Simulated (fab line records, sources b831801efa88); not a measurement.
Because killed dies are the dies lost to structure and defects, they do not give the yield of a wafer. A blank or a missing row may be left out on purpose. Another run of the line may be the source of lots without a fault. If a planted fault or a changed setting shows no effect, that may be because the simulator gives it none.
fab line records / flow sky130
record lots=14 wafers=42 lastDay=50
route steps=708 shown POLY_CUT@315 LOCAL_INTERCONNECT@403 CONTACT@411 PAD_OPEN@708
lots untouched by any fault: they come from a run of this same line in which no faults occurred
startH: hours from the record's first day to the start of the lot's first wafer shown / waitH: hours since the lot's step before / " the same as in the row above / L1.1+2: one row covering several wafers at once / - no value present, or no start provided / * or withheld: withheld / < > ~ a bound
route shown NAME@n: a module of which the file shows steps, and the number in the route of the first / usual: average and standard deviation across the fault-free wafers / same: alike in all rows / chamber/n: place in a boat / sites: each site's reading / _std_site: their standard deviation / _edge_site: the outer-site mean with the inner-site mean subtracted / radiusMm: for every site, how far away it sits from the centre of the wafer / mask NAME#n: copy n / behind: the tool/chamber that last shaped the wafer / hold: why the lot went on hold/how many hours it stayed there/how the hold came to an end / device: whichever transistor did not switch (one of n, p or np) / end of line: the tests these same wafers got at the end of their route / a step given without rows: its recipe and nothing more / killed: the dies lost at the first sort to structure and to defects; this is not the yield of the wafer / map: per-die view of a wafer (x killed, . not killed, _ where there is no die)
set.NAME: the setting that was run; set.NAME@STEP: the one run at that earlier step / model.NAME: the simulator's own value behind a step, which no gauge read
the route's steps for a sample of lots (tables are steps, rows are wafers)
services: a tool's chamber out of use, with start hour (startH, from the record's first day; less than 0 if before it), hours out, and reason
## steps
# step SKY_POLY_CUT_CD_MEAS_08
# recipe targetCdNm=270
# usual cdNm=269.8/1.6
lot.wafer=L405.2 tool=cdSem-01 chamber=- startH=546.27 waitH=- cdNm=269.1
lot.wafer=L405.4 tool=cdSem-01 chamber=- startH=546.27 waitH=- cdNm=268.8
lot.wafer=L405.5 tool=cdSem-01 chamber=- startH=546.27 waitH=- cdNm=267.9
lot.wafer=L406.2 tool=cdSem-02 chamber=- startH=564.36 waitH=- cdNm=268.1
lot.wafer=L406.3 tool=cdSem-02 chamber=- startH=564.36 waitH=- cdNm=269.7
lot.wafer=L406.5 tool=cdSem-02 chamber=- startH=564.36 waitH=- cdNm=269.1
lot.wafer=L408.1 tool=cdSem-01 chamber=- startH=576.54 waitH=- cdNm=269.5
lot.wafer=L408.2 tool=cdSem-01 chamber=- startH=576.54 waitH=- cdNm=268.7
lot.wafer=L408.6 tool=cdSem-01 chamber=- startH=576.54 waitH=- cdNm=269.2
lot.wafer=L415.1 tool=cdSem-02 chamber=- startH=639.45 waitH=- cdNm=265.9
lot.wafer=L415.3 tool=cdSem-02 chamber=- startH=639.45 waitH=- cdNm=265.0
lot.wafer=L415.4 tool=cdSem-02 chamber=- startH=639.45 waitH=- cdNm=266.7
lot.wafer=L416.1 tool=cdSem-02 chamber=- startH=652.55 waitH=- cdNm=268.0
lot.wafer=L416.2 tool=cdSem-02 chamber=- startH=652.55 waitH=- cdNm=269.2
lot.wafer=L416.4 tool=cdSem-02 chamber=- startH=652.55 waitH=- cdNm=269.2
lot.wafer=L417.2 tool=cdSem-02 chamber=- startH=658.36 waitH=- cdNm=270.3
lot.wafer=L417.3 tool=cdSem-02 chamber=- startH=658.36 waitH=- cdNm=269.5
lot.wafer=L417.6 tool=cdSem-02 chamber=- startH=658.36 waitH=- cdNm=270.3
lot.wafer=L418.1 tool=cdSem-02 chamber=- startH=668.80 waitH=- cdNm=270.5
lot.wafer=L418.3 tool=cdSem-02 chamber=- startH=668.80 waitH=- cdNm=271.8
lot.wafer=L418.6 tool=cdSem-02 chamber=- startH=668.80 waitH=- cdNm=270.0
lot.wafer=L419.3 tool=cdSem-02 chamber=- startH=677.74 waitH=- cdNm=272.8
lot.wafer=L419.5 tool=cdSem-02 chamber=- startH=677.74 waitH=- cdNm=273.0
lot.wafer=L419.6 tool=cdSem-02 chamber=- startH=677.74 waitH=- cdNm=272.5
lot.wafer=L423.1 tool=cdSem-01 chamber=- startH=707.60 waitH=- cdNm=271.2
lot.wafer=L423.4 tool=cdSem-01 chamber=- startH=707.60 waitH=- cdNm=271.6
lot.wafer=L423.5 tool=cdSem-01 chamber=- startH=707.60 waitH=- cdNm=272.0
lot.wafer=L424.1 tool=cdSem-01 chamber=- startH=709.95 waitH=- cdNm=270.7
lot.wafer=L424.2 tool=cdSem-01 chamber=- startH=709.95 waitH=- cdNm=271.5
lot.wafer=L424.3 tool=cdSem-01 chamber=- startH=709.95 waitH=- cdNm=270.0
lot.wafer=L425.1 tool=cdSem-02 chamber=- startH=715.50 waitH=- cdNm=270.4
lot.wafer=L425.2 tool=cdSem-02 chamber=- startH=715.50 waitH=- cdNm=270.5
lot.wafer=L425.4 tool=cdSem-02 chamber=- startH=715.50 waitH=- cdNm=270.0
lot.wafer=L426.1 tool=cdSem-02 chamber=- startH=726.10 waitH=- cdNm=269.0
lot.wafer=L426.2 tool=cdSem-02 chamber=- startH=726.10 waitH=- cdNm=268.6
lot.wafer=L426.6 tool=cdSem-02 chamber=- startH=726.10 waitH=- cdNm=269.7
lot.wafer=L427.1 tool=cdSem-01 chamber=- startH=729.04 waitH=- cdNm=269.4
lot.wafer=L427.4 tool=cdSem-01 chamber=- startH=729.04 waitH=- cdNm=271.0
lot.wafer=L427.6 tool=cdSem-01 chamber=- startH=729.04 waitH=- cdNm=272.0
lot.wafer=L428.2 tool=cdSem-01 chamber=- startH=736.32 waitH=- cdNm=270.7
lot.wafer=L428.5 tool=cdSem-01 chamber=- startH=736.32 waitH=- cdNm=270.5
lot.wafer=L428.6 tool=cdSem-01 chamber=- startH=736.32 waitH=- cdNm=272.0
# step SKY_POLY_CUT_OVL_MEAS_09
# usual POLY_CUT_OVL=-1/5.9
lot.wafer=L405.2 tool=overlay-01 chamber=- startH=546.38 waitH=0.1 POLY_CUT_OVL[nm]=-8
lot.wafer=L405.4 tool=overlay-01 chamber=- startH=546.38 waitH=0.1 POLY_CUT_OVL[nm]=-11
lot.wafer=L405.5 tool=overlay-01 chamber=- startH=546.38 waitH=0.1 POLY_CUT_OVL[nm]=-4
lot.wafer=L406.2 tool=overlay-02 chamber=- startH=564.46 waitH=0.1 POLY_CUT_OVL[nm]=9
lot.wafer=L406.3 tool=overlay-02 chamber=- startH=564.46 waitH=0.1 POLY_CUT_OVL[nm]=-2
lot.wafer=L406.5 tool=overlay-02 chamber=- startH=564.46 waitH=0.1 POLY_CUT_OVL[nm]=7
lot.wafer=L408.1 tool=overlay-01 chamber=- startH=576.66 waitH=0.1 POLY_CUT_OVL[nm]=-4
lot.wafer=L408.2 tool=overlay-01 chamber=- startH=576.66 waitH=0.1 POLY_CUT_OVL[nm]=0
lot.wafer=L408.6 tool=overlay-01 chamber=- startH=576.66 waitH=0.1 POLY_CUT_OVL[nm]=0
lot.wafer=L415.1 tool=overlay-02 chamber=- startH=639.57 waitH=0.1 POLY_CUT_OVL[nm]=-12
lot.wafer=L415.3 tool=overlay-02 chamber=- startH=639.57 waitH=0.1 POLY_CUT_OVL[nm]=-11
lot.wafer=L415.4 tool=overlay-02 chamber=- startH=639.57 waitH=0.1 POLY_CUT_OVL[nm]=-5
lot.wafer=L416.1 tool=overlay-01 chamber=- startH=652.67 waitH=0.1 POLY_CUT_OVL[nm]=-7
lot.wafer=L416.2 tool=overlay-01 chamber=- startH=652.67 waitH=0.1 POLY_CUT_OVL[nm]=-2
lot.wafer=L416.4 tool=overlay-01 chamber=- startH=652.67 waitH=0.1 POLY_CUT_OVL[nm]=-2
lot.wafer=L417.2 tool=overlay-01 chamber=- startH=658.46 waitH=0.1 POLY_CUT_OVL[nm]=0
lot.wafer=L417.3 tool=overlay-01 chamber=- startH=658.46 waitH=0.1 POLY_CUT_OVL[nm]=3
lot.wafer=L417.6 tool=overlay-01 chamber=- startH=658.46 waitH=0.1 POLY_CUT_OVL[nm]=4
lot.wafer=L418.1 tool=overlay-02 chamber=- startH=668.92 waitH=0.1 POLY_CUT_OVL[nm]=-5
lot.wafer=L418.3 tool=overlay-02 chamber=- startH=668.92 waitH=0.1 POLY_CUT_OVL[nm]=-4
lot.wafer=L418.6 tool=overlay-02 chamber=- startH=668.92 waitH=0.1 POLY_CUT_OVL[nm]=1
lot.wafer=L419.3 tool=overlay-02 chamber=- startH=677.84 waitH=0.1 POLY_CUT_OVL[nm]=4
lot.wafer=L419.5 tool=overlay-02 chamber=- startH=677.84 waitH=0.1 POLY_CUT_OVL[nm]=7
lot.wafer=L419.6 tool=overlay-02 chamber=- startH=677.84 waitH=0.1 POLY_CUT_OVL[nm]=10
lot.wafer=L423.1 tool=overlay-02 chamber=- startH=707.72 waitH=0.1 POLY_CUT_OVL[nm]=-4
lot.wafer=L423.4 tool=overlay-02 chamber=- startH=707.72 waitH=0.1 POLY_CUT_OVL[nm]=-8
lot.wafer=L423.5 tool=overlay-02 chamber=- startH=707.72 waitH=0.1 POLY_CUT_OVL[nm]=-2
lot.wafer=L424.1 tool=overlay-01 chamber=- startH=710.07 waitH=0.1 POLY_CUT_OVL[nm]=-3
lot.wafer=L424.2 tool=overlay-01 chamber=- startH=710.07 waitH=0.1 POLY_CUT_OVL[nm]=1
lot.wafer=L424.3 tool=overlay-01 chamber=- startH=710.07 waitH=0.1 POLY_CUT_OVL[nm]=-5
lot.wafer=L425.1 tool=overlay-01 chamber=- startH=715.62 waitH=0.1 POLY_CUT_OVL[nm]=3
lot.wafer=L425.2 tool=overlay-01 chamber=- startH=715.62 waitH=0.1 POLY_CUT_OVL[nm]=3
lot.wafer=L425.4 tool=overlay-01 chamber=- startH=715.62 waitH=0.1 POLY_CUT_OVL[nm]=-3
lot.wafer=L426.1 tool=overlay-02 chamber=- startH=726.22 waitH=0.1 POLY_CUT_OVL[nm]=-13
lot.wafer=L426.2 tool=overlay-02 chamber=- startH=726.22 waitH=0.1 POLY_CUT_OVL[nm]=-5
lot.wafer=L426.6 tool=overlay-02 chamber=- startH=726.22 waitH=0.1 POLY_CUT_OVL[nm]=-5
lot.wafer=L427.1 tool=overlay-02 chamber=- startH=729.16 waitH=0.1 POLY_CUT_OVL[nm]=1
lot.wafer=L427.4 tool=overlay-02 chamber=- startH=729.16 waitH=0.1 POLY_CUT_OVL[nm]=8
lot.wafer=L427.6 tool=overlay-02 chamber=- startH=729.16 waitH=0.1 POLY_CUT_OVL[nm]=2
lot.wafer=L428.2 tool=overlay-02 chamber=- startH=736.43 waitH=0.1 POLY_CUT_OVL[nm]=-5
lot.wafer=L428.5 tool=overlay-02 chamber=- startH=736.43 waitH=0.1 POLY_CUT_OVL[nm]=-7
lot.wafer=L428.6 tool=overlay-02 chamber=- startH=736.43 waitH=0.1 POLY_CUT_OVL[nm]=2
# step SKY_LOCAL_INTERCONNECT_STRIP_16
# recipe chemistry=postEtchResidueRemover timeS=1200 tempC=72.5
# usual runLengthS=1228/3.7
lot.wafer=L405.2 tool=wetBench-04 chamber=3 startH=695.58 waitH=0.1 runLengthS=1235
lot.wafer=L405.4 tool=wetBench-04 chamber=3 startH=695.58 waitH=0.1 runLengthS=1235
lot.wafer=L405.5 tool=wetBench-04 chamber=3 startH=695.58 waitH=0.1 runLengthS=1235
lot.wafer=L406.2 tool=wetBench-01 chamber=2 startH=711.89 waitH=0.1 runLengthS=1226
lot.wafer=L406.3 tool=wetBench-01 chamber=2 startH=711.89 waitH=0.1 runLengthS=1226
lot.wafer=L406.5 tool=wetBench-01 chamber=2 startH=711.89 waitH=0.1 runLengthS=1226
lot.wafer=L408.1 tool=wetBench-04 chamber=3 startH=721.04 waitH=0.1 runLengthS=1235
lot.wafer=L408.2 tool=wetBench-04 chamber=3 startH=721.04 waitH=0.1 runLengthS=1235
lot.wafer=L408.6 tool=wetBench-04 chamber=3 startH=721.04 waitH=0.1 runLengthS=1235
lot.wafer=L415.1 tool=wetBench-01 chamber=0 startH=781.11 waitH=0.1 runLengthS=1226
lot.wafer=L415.3 tool=wetBench-01 chamber=0 startH=781.11 waitH=0.1 runLengthS=1226
lot.wafer=L415.4 tool=wetBench-01 chamber=0 startH=781.11 waitH=0.1 runLengthS=1226
lot.wafer=L416.1 tool=wetBench-04 chamber=0 startH=795.23 waitH=0.1 runLengthS=1476
lot.wafer=L416.2 tool=wetBench-04 chamber=0 startH=795.23 waitH=0.1 runLengthS=1476
lot.wafer=L416.4 tool=wetBench-04 chamber=0 startH=795.23 waitH=0.1 runLengthS=1476
lot.wafer=L417.2 tool=wetBench-04 chamber=2 startH=801.47 waitH=0.1 runLengthS=1475
lot.wafer=L417.3 tool=wetBench-04 chamber=2 startH=801.47 waitH=0.1 runLengthS=1475
lot.wafer=L417.6 tool=wetBench-04 chamber=2 startH=801.47 waitH=0.1 runLengthS=1475
lot.wafer=L418.1 tool=wetBench-03 chamber=3 startH=810.88 waitH=0.1 runLengthS=1235
lot.wafer=L418.3 tool=wetBench-03 chamber=3 startH=810.88 waitH=0.1 runLengthS=1235
lot.wafer=L418.6 tool=wetBench-03 chamber=3 startH=810.88 waitH=0.1 runLengthS=1235
lot.wafer=L419.3 tool=wetBench-01 chamber=0 startH=818.51 waitH=0.0 runLengthS=1232
lot.wafer=L419.5 tool=wetBench-01 chamber=0 startH=818.51 waitH=0.0 runLengthS=1232
lot.wafer=L419.6 tool=wetBench-01 chamber=0 startH=818.51 waitH=0.0 runLengthS=1232
lot.wafer=L423.1 tool=wetBench-01 chamber=3 startH=846.36 waitH=0.1 runLengthS=1226
lot.wafer=L423.4 tool=wetBench-01 chamber=3 startH=846.36 waitH=0.1 runLengthS=1226
lot.wafer=L423.5 tool=wetBench-01 chamber=3 startH=846.36 waitH=0.1 runLengthS=1226
lot.wafer=L424.1 tool=wetBench-01 chamber=1 startH=848.56 waitH=0.1 runLengthS=1225
lot.wafer=L424.2 tool=wetBench-01 chamber=1 startH=848.56 waitH=0.1 runLengthS=1225
lot.wafer=L424.3 tool=wetBench-01 chamber=1 startH=848.56 waitH=0.1 runLengthS=1225
lot.wafer=L425.1 tool=wetBench-01 chamber=1 startH=855.54 waitH=0.1 runLengthS=1225
lot.wafer=L425.2 tool=wetBench-01 chamber=1 startH=855.54 waitH=0.1 runLengthS=1225
lot.wafer=L425.4 tool=wetBench-01 chamber=1 startH=855.54 waitH=0.1 runLengthS=1225
lot.wafer=L426.1 tool=wetBench-03 chamber=2 startH=862.43 waitH=0.1 runLengthS=1232
lot.wafer=L426.2 tool=wetBench-03 chamber=2 startH=862.43 waitH=0.1 runLengthS=1232
lot.wafer=L426.6 tool=wetBench-03 chamber=2 startH=862.43 waitH=0.1 runLengthS=1232
lot.wafer=L427.1 tool=wetBench-03 chamber=2 startH=866.99 waitH=0.1 runLengthS=1232
lot.wafer=L427.4 tool=wetBench-03 chamber=2 startH=866.99 waitH=0.1 runLengthS=1232
lot.wafer=L427.6 tool=wetBench-03 chamber=2 startH=866.99 waitH=0.1 runLengthS=1232
lot.wafer=L428.2 tool=wetBench-03 chamber=2 startH=871.01 waitH=0.1 runLengthS=1232
lot.wafer=L428.5 tool=wetBench-03 chamber=2 startH=871.01 waitH=0.1 runLengthS=1232
lot.wafer=L428.6 tool=wetBench-03 chamber=2 startH=871.01 waitH=0.1 runLengthS=1232
# step SKY_CONTACT_BOW_MEAS_05
# recipe mode=bow
# usual CONTACT_BOW=81/6.8
lot.wafer=L405.2 tool=filmMetro-03 chamber=- startH=696.64 waitH=0.1 CONTACT_BOW[um]=87
lot.wafer=L405.4 tool=filmMetro-03 chamber=- startH=696.64 waitH=0.1 CONTACT_BOW[um]=86
lot.wafer=L405.5 tool=filmMetro-03 chamber=- startH=696.64 waitH=0.1 CONTACT_BOW[um]=81
lot.wafer=L406.2 tool=filmMetro-03 chamber=- startH=712.93 waitH=0.2 CONTACT_BOW[um]=83
lot.wafer=L406.3 tool=filmMetro-03 chamber=- startH=712.93 waitH=0.2 CONTACT_BOW[um]=83
lot.wafer=L406.5 tool=filmMetro-03 chamber=- startH=712.93 waitH=0.2 CONTACT_BOW[um]=74
lot.wafer=L408.1 tool=filmMetro-02 chamber=- startH=722.26 waitH=0.1 CONTACT_BOW[um]=80
lot.wafer=L408.2 tool=filmMetro-02 chamber=- startH=722.26 waitH=0.1 CONTACT_BOW[um]=87
lot.wafer=L408.6 tool=filmMetro-02 chamber=- startH=722.26 waitH=0.1 CONTACT_BOW[um]=79
lot.wafer=L415.1 tool=filmMetro-02 chamber=- startH=782.12 waitH=0.1 CONTACT_BOW[um]=73
lot.wafer=L415.3 tool=filmMetro-02 chamber=- startH=782.12 waitH=0.1 CONTACT_BOW[um]=77
lot.wafer=L415.4 tool=filmMetro-02 chamber=- startH=782.12 waitH=0.1 CONTACT_BOW[um]=68
lot.wafer=L416.1 tool=filmMetro-01 chamber=- startH=796.24 waitH=0.2 CONTACT_BOW[um]=81
lot.wafer=L416.2 tool=filmMetro-01 chamber=- startH=796.24 waitH=0.2 CONTACT_BOW[um]=95
lot.wafer=L416.4 tool=filmMetro-01 chamber=- startH=796.24 waitH=0.2 CONTACT_BOW[um]=83
lot.wafer=L417.2 tool=filmMetro-02 chamber=- startH=803.11 waitH=0.2 CONTACT_BOW[um]=86
lot.wafer=L417.3 tool=filmMetro-02 chamber=- startH=803.11 waitH=0.2 CONTACT_BOW[um]=81
lot.wafer=L417.6 tool=filmMetro-02 chamber=- startH=803.11 waitH=0.2 CONTACT_BOW[um]=77
lot.wafer=L418.1 tool=filmMetro-02 chamber=- startH=811.92 waitH=0.1 CONTACT_BOW[um]=75
lot.wafer=L418.3 tool=filmMetro-02 chamber=- startH=811.92 waitH=0.1 CONTACT_BOW[um]=86
lot.wafer=L418.6 tool=filmMetro-02 chamber=- startH=811.92 waitH=0.1 CONTACT_BOW[um]=84
lot.wafer=L419.3 tool=filmMetro-02 chamber=- startH=819.60 waitH=0.2 CONTACT_BOW[um]=87
lot.wafer=L419.5 tool=filmMetro-02 chamber=- startH=819.60 waitH=0.2 CONTACT_BOW[um]=71
lot.wafer=L419.6 tool=filmMetro-02 chamber=- startH=819.60 waitH=0.2 CONTACT_BOW[um]=67
lot.wafer=L423.1 tool=filmMetro-02 chamber=- startH=847.40 waitH=0.1 CONTACT_BOW[um]=94
lot.wafer=L423.4 tool=filmMetro-02 chamber=- startH=847.40 waitH=0.1 CONTACT_BOW[um]=88
lot.wafer=L423.5 tool=filmMetro-02 chamber=- startH=847.40 waitH=0.1 CONTACT_BOW[um]=78
lot.wafer=L424.1 tool=filmMetro-02 chamber=- startH=849.59 waitH=0.1 CONTACT_BOW[um]=78
lot.wafer=L424.2 tool=filmMetro-02 chamber=- startH=849.59 waitH=0.1 CONTACT_BOW[um]=73
lot.wafer=L424.3 tool=filmMetro-02 chamber=- startH=849.59 waitH=0.1 CONTACT_BOW[um]=79
lot.wafer=L425.1 tool=filmMetro-03 chamber=- startH=856.94 waitH=0.2 CONTACT_BOW[um]=76
lot.wafer=L425.2 tool=filmMetro-03 chamber=- startH=856.94 waitH=0.2 CONTACT_BOW[um]=80
lot.wafer=L425.4 tool=filmMetro-03 chamber=- startH=856.94 waitH=0.2 CONTACT_BOW[um]=78
lot.wafer=L426.1 tool=filmMetro-02 chamber=- startH=864.14 waitH=0.2 CONTACT_BOW[um]=76
lot.wafer=L426.2 tool=filmMetro-02 chamber=- startH=864.14 waitH=0.2 CONTACT_BOW[um]=86
lot.wafer=L426.6 tool=filmMetro-02 chamber=- startH=864.14 waitH=0.2 CONTACT_BOW[um]=72
lot.wafer=L427.1 tool=filmMetro-01 chamber=- startH=868.05 waitH=0.1 CONTACT_BOW[um]=80
lot.wafer=L427.4 tool=filmMetro-01 chamber=- startH=868.05 waitH=0.1 CONTACT_BOW[um]=91
lot.wafer=L427.6 tool=filmMetro-01 chamber=- startH=868.05 waitH=0.1 CONTACT_BOW[um]=71
lot.wafer=L428.2 tool=filmMetro-02 chamber=- startH=872.09 waitH=0.2 CONTACT_BOW[um]=97
lot.wafer=L428.5 tool=filmMetro-02 chamber=- startH=872.09 waitH=0.2 CONTACT_BOW[um]=86
lot.wafer=L428.6 tool=filmMetro-02 chamber=- startH=872.09 waitH=0.2 CONTACT_BOW[um]=93
# step SKY_PAD_OPEN_PROBE_99
# usual killed_at_M0_to_M3=43/6.5 killed_at_M4_up=3.2/1.8 killedAtContacts=24/5 killedAtFrontEnd=15/4.1 killedAtOther=0.3/0.54 killedDies=85/9.3 killedOpen=47/7.2 killedShort=39/5.9
# same grossDies=492 killedAtBackSide=0
lot.wafer=L416.1 tool=prober-02 chamber=- startH=1141.86 waitH=0.1 killed_at_M0_to_M3=40 killed_at_M4_up=5 killedAtContacts=29 killedAtFrontEnd=9 killedAtOther=1 killedDies=84 killedOpen=46 killedShort=38
lot.wafer=L416.2 tool=prober-02 chamber=- startH=1141.91 waitH=0.1 killed_at_M0_to_M3=36 killed_at_M4_up=4 killedAtContacts=24 killedAtFrontEnd=18 killedAtOther=0 killedDies=82 killedOpen=44 killedShort=38
lot.wafer=L416.4 tool=prober-02 chamber=- startH=1142.01 waitH=0.2 killed_at_M0_to_M3=44 killed_at_M4_up=1 killedAtContacts=26 killedAtFrontEnd=13 killedAtOther=0 killedDies=84 killedOpen=47 killedShort=37
# killed by level:class
L416.1 VIA1:geometricParticle:short=9 LI_CONTACT:geometricParticle:open=9 VIA3:geometricParticle:open=9 CONTACT:geometricParticle:open=8 CONTACT:geometricParticle:short=6 VIA1:geometricParticle:open=6 LOCAL_INTERCONNECT:geometricParticle:short=5 METAL1:geometricParticle:short=5
L416.2 VIA1:geometricParticle:open=10 LI_CONTACT:geometricParticle:open=7 CONTACT:geometricParticle:open=7 FIELD_ISO:geometricParticle:open=5 VIA3:geometricParticle:short=5 POLY_GATE:geometricParticle:open=4 LI_CONTACT:geometricParticle:short=4 CONTACT:geometricParticle:short=4
L416.4 CONTACT:geometricParticle:open=13 VIA1:geometricParticle:open=11 VIA1:geometricParticle:short=7 VIA3:geometricParticle:open=7 LI_CONTACT:geometricParticle:open=6 METAL2:geometricParticle:short=5 POLY_GATE:geometricParticle:short=4 METAL1:geometricParticle:short=4
## services
tool=wetBench-03 chamber=- startH=708.56 hours=1.4 kind=repair
tool=wetBench-04 chamber=- startH=723.97 hours=0.9 kind=repair
## key
firstSign step=SKY_LOCAL_INTERCONNECT_STRIP_16 reading=runLengthS direction=up sigmas=67 usual=* struck=*
effect none on later readings
metAt SKY_LOCAL_INTERCONNECT_STRIP_16
struckLots L416,L417
testerLeftOut L416,L417
notActingAt SKY_POLY_CUT_CD_MEAS_08,SKY_POLY_CUT_OVL_MEAS_09,SKY_CONTACT_BOW_MEAS_05
onsetBetween 721.04 795.23
fault kind=processParameterDrift tool=wetBench-04 chamber=- onsetH=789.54 steps=SKY_LOCAL_INTERCONNECT_STRIP_16 channel=timeS offset=* shape=step endH=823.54 actsIn=* stated=*
# testerLeftOut: of these lots the tester's yield and bins aren't shown, on N5 and GAA mostly nor the transistor test; their killed dies are dies lost to structure and defects alone, not to doping, threshold or leakage, so they don't give the yield
